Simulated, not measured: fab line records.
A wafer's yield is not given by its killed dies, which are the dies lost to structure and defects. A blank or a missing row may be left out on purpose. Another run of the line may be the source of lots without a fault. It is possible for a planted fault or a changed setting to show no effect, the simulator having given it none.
The tool behind it: which one? | flow gf180mcu | Sampling: 24 lots, 72 wafers, 4 of 602 route steps

WHAT THE GAUGES SHOWED, per wafer
GF_PSD_OVL_MEAS_08. Usual: PSD_OVL typically reads -1.1 nm, with standard deviation 1.2.
lot  | measured     | on         | PSD_OVL (nm)   | flag
L074 | day 14 17:05 | overlay-01 | -2.0 -2.5 -3.0 |
L075 | day 14 17:25 | overlay-02 | -2.7 -1.7 -3.2 |
L076 | day 15 01:34 | overlay-02 | 1.7 0.4 -0.3   |
L077 | day 15 07:01 | overlay-02 | -0.4 -0.3 0.3  |
L078 | day 15 12:37 | overlay-02 | 0.2 -1.3 -0.4  |
L079 | day 16 08:11 | overlay-02 | -2.4 -1.8 -1.3 |
L080 | day 16 17:25 | overlay-01 | -2.2 -0.7 -1.8 |
L081 | day 16 20:38 | overlay-01 | -2.8 -3.7 -2.2 |
L082 | day 16 22:50 | overlay-01 | -1.9 -2.3 -2.4 |
L083 | day 17 10:14 | overlay-01 | -1.1 -0.3 -0.7 |
L084 | day 18 06:38 | overlay-01 | -0.5 -2.9 -1.6 |
L085 | day 18 14:02 | overlay-02 | -0.6 -1.5 -0.1 |
L086 | day 18 16:26 | overlay-02 | -1.7 -0.6 -1.0 |
L087 | day 18 23:22 | overlay-01 | -2.7 -0.4 -0.4 |
L088 | day 19 06:55 | overlay-01 | -0.2 -1.5 -0.4 |
L090 | day 20 06:38 | overlay-02 | 0.0 -0.9 -0.9  |
L089 | day 20 09:09 | overlay-01 | -1.5 -0.9 -2.6 |
L091 | day 20 19:58 | overlay-01 | -1.0 -1.0 -0.9 |
L092 | day 20 20:50 | overlay-01 | -2.8 -3.8 -2.4 |
L093 | day 21 05:17 | overlay-01 | -2.5 -1.5 -1.7 |
L094 | day 21 14:16 | overlay-01 | 0.7 -1.0 -0.8  |
L095 | day 21 19:28 | overlay-01 | -0.1 -0.9 -2.0 |
L096 | day 21 22:54 | overlay-01 | 0.6 0.7 -0.3   |
L097 | day 22 09:24 | overlay-01 | -0.8 -2.1 -1.7 |

GF_M4_CD_MEAS_14 targets a cd of 280 nm. Usual: 280.1 nm for cd nm, sd 1.2.
lot  | measured     | on        | cd nm (nm)        | flag
L074 | day 24 01:28 | cd sem-02 | 280.3 280.1 280.3 |
L075 | day 24 02:06 | cd sem-02 | 281.6 280.9 280.7 |
L076 | day 24 07:37 | cd sem-01 | 279.1 278.9 278.2 |
L077 | day 24 13:26 | cd sem-01 | 280.7 279.3 280.4 |
L078 | day 24 18:37 | cd sem-01 | 282.5 281.2 281.0 |
L079 | day 25 14:53 | cd sem-01 | 280.3 281.3 280.1 |
L080 | day 26 01:15 | cd sem-02 | 278.6 279.2 278.0 |
L081 | day 26 01:33 | cd sem-02 | 280.4 279.5 279.4 |
L082 | day 26 04:10 | cd sem-01 | 279.3 279.4 279.8 |
L083 | day 26 15:25 | cd sem-02 | 281.0 280.7 280.8 |
L084 | day 27 07:55 | cd sem-01 | 279.8 278.9 280.9 |
L085 | day 27 14:02 | cd sem-01 | 280.9 282.8 282.6 |
L086 | day 27 16:31 | cd sem-01 | 279.0 279.4 278.6 |
L087 | day 27 21:51 | cd sem-01 | 281.8 280.7 281.2 |
L088 | day 28 01:52 | cd sem-01 | 280.1 280.8 279.4 |
L090 | day 28 23:28 | cd sem-01 | 280.2 280.1 279.6 |
L089 | day 29 00:22 | cd sem-01 | 279.9 280.0 281.9 |
L091 | day 29 09:17 | cd sem-01 | 278.1 279.0 279.1 |
L092 | day 29 11:55 | cd sem-02 | 281.0 281.9 280.0 |
L093 | day 29 17:49 | cd sem-01 | 281.9 282.2 282.2 |
L094 | day 30 00:08 | cd sem-02 | 281.1 280.5 280.7 |
L095 | day 30 03:58 | cd sem-01 | 278.9 277.7 278.2 |
L096 | day 30 08:17 | cd sem-01 | 280.5 279.5 279.2 |
L097 | day 30 14:14 | cd sem-02 | 278.7 279.5 279.5 |

GF_M4_OVL_MEAS_15. Usual: M4_OVL typically reads 0 nm, with standard deviation 5.1.
lot  | measured     | on         | M4_OVL (nm) | flag
L074 | day 24 01:34 | overlay-02 | 1 8 7       |
L075 | day 24 02:13 | overlay-01 | 3 6 6       |
L076 | day 24 07:44 | overlay-01 | -4 0 -4     |
L077 | day 24 13:33 | overlay-01 | 3 9 6       |
L078 | day 24 18:44 | overlay-01 | -4 -1 -4    |
L079 | day 25 14:59 | overlay-01 | -3 -2 -2    |
L080 | day 26 01:22 | overlay-02 | 5 4 1       |
L081 | day 26 01:40 | overlay-02 | 2 -2 -1     |
L082 | day 26 04:16 | overlay-01 | 7 7 6       |
L083 | day 26 15:30 | overlay-01 | 4 0 4       |
L084 | day 27 08:02 | overlay-01 | -1 2 5      |
L085 | day 27 14:08 | overlay-02 | 5 1 9       |
L086 | day 27 16:38 | overlay-01 | -8 -5 -3    |
L087 | day 27 21:58 | overlay-01 | 3 3 0       |
L088 | day 28 01:57 | overlay-02 | -4 2 1      |
L090 | day 28 23:34 | overlay-01 | -2 -3 -7    |
L089 | day 29 00:29 | overlay-02 | -5 -10 -7   |
L091 | day 29 09:23 | overlay-02 | 10 7 4      |
L092 | day 29 12:00 | overlay-02 | -2 -6 -3    |
L093 | day 29 17:55 | overlay-01 | -3 -6 -7    |
L094 | day 30 00:16 | overlay-01 | 4 2 3       |
L095 | day 30 04:05 | overlay-01 | -7 -8 -9    |
L096 | day 30 08:25 | overlay-02 | 2 -4 1      |
L097 | day 30 14:22 | overlay-02 | 4 -3 -5     |

EACH LOT AND THE TOOL THAT RAN IT (in order: tool; ch and the chambers of the sampled wafers; start)
lot  | GF_M3_SPUTTER_00
L074 | pvd sputter-03, day 21 00:33
L075 | pvd sputter-04, day 21 01:10
L076 | pvd sputter-04, day 21 07:01
L077 | pvd sputter-02, day 21 14:12
L078 | pvd sputter-02, day 21 19:42
L079 | pvd sputter-03, day 22 16:47
L080 | pvd sputter-04, day 23 04:13
L081 | pvd sputter-03, day 23 04:41
L082 | pvd sputter-04, day 23 07:16
L083 | pvd sputter-03, day 23 19:37
L084 | pvd sputter-04, day 24 13:38
L085 | pvd sputter-03, day 24 19:58
L086 | pvd sputter-03, day 24 23:15
L087 | pvd sputter-04, day 25 04:40
L088 | pvd sputter-02, day 25 09:37
L090 | pvd sputter-04, day 26 08:08
L089 | pvd sputter-04, day 26 10:32
L091 | pvd sputter-03, day 26 18:54
L092 | pvd sputter-03, day 26 21:22
L093 | pvd sputter-03, day 27 03:05
L094 | pvd sputter-04, day 27 11:26
L095 | pvd sputter-02, day 27 16:28
L096 | pvd sputter-03, day 27 19:14
L097 | pvd sputter-04, day 28 02:59
- GF_M3_SPUTTER_00: material Ti, target thk 37.5 nm, time 150 s.

WHAT THE TOOLS THEMSELVES READ (means of the sampled wafers that have a number; where no wafer has one, the mark that the record gives instead)
GF_M3_SPUTTER_00. Usual: cathode dc power W 4000.1 W, standard deviation 0.69; substrate temp c 200.00 C, standard deviation 0.15; throttle valve pct 30.0 %, standard deviation 0.83.
lot  | tool           | cathode dc power W (W) | substrate temp c (C) | throttle valve pct (%) | flag
L074 | pvd sputter-03 | 4000.5                 | 199.93               | 29.6                   |
L075 | pvd sputter-04 | 3999.6                 | 200.02               | 29.9                   |
L076 | pvd sputter-04 | 3999.7                 | 200.10               | 29.8                   |
L077 | pvd sputter-02 | 3999.9                 | 200.13               | 30.2                   |
L078 | pvd sputter-02 | 3999.9                 | 199.90               | 29.2                   |
L079 | pvd sputter-03 | 4000.2                 | 199.99               | 29.5                   |
L080 | pvd sputter-04 | 4000.9                 | 200.08               | 29.8                   |
L081 | pvd sputter-03 | 4000.8                 | 199.96               | 29.5                   |
L082 | pvd sputter-04 | 4000.1                 | 200.01               | 30.4                   |
L083 | pvd sputter-03 | 3999.2                 | 200.04               | 30.1                   |
L084 | pvd sputter-04 | 3999.4                 | 199.97               | 30.5                   |
L085 | pvd sputter-03 | 4000.3                 | 199.96               | 30.0                   |
L086 | pvd sputter-03 | 3999.5                 | 200.06               | 30.5                   |
L087 | pvd sputter-04 | 3999.6                 | 200.11               | 30.7                   |
L088 | pvd sputter-02 | 3999.5                 | 200.03               | 29.2                   |
L090 | pvd sputter-04 | 4000.0                 | 199.99               | 30.0                   |
L089 | pvd sputter-04 | 4000.7                 | 199.87               | 30.9                   |
L091 | pvd sputter-03 | 3999.4                 | 200.03               | 30.2                   |
L092 | pvd sputter-03 | 3999.9                 | 199.92               | 30.2                   |
L093 | pvd sputter-03 | 4000.4                 | 200.01               | 29.7                   |
L094 | pvd sputter-04 | 3999.8                 | 200.05               | 29.9                   |
L095 | pvd sputter-02 | 4000.6                 | 200.00               | 29.4                   |
L096 | pvd sputter-03 | 4000.8                 | 200.12               | 29.3                   |
L097 | pvd sputter-04 | 4000.3                 | 200.12               | 31.0                   |

THE ANSWER, worked out from the rows above alone
Rule: lot off if the mean of its wafers having a number is beyond 3 standard deviations from the usual mean. Also off: a lot with no number at a reading for which 4 or more lots have one. The other lots that the step has rows for count as sound. The gauges are gone through in route order, then the tools' own readings, and for those a lot's mean is taken as printed above. At the first step where some lot is off, the reading lying furthest off is the one used; lots without a number count as furthest.
None of the lots is off at any reading shown; this tells nothing.

WHAT THE SIMULATOR HAD INSERTED
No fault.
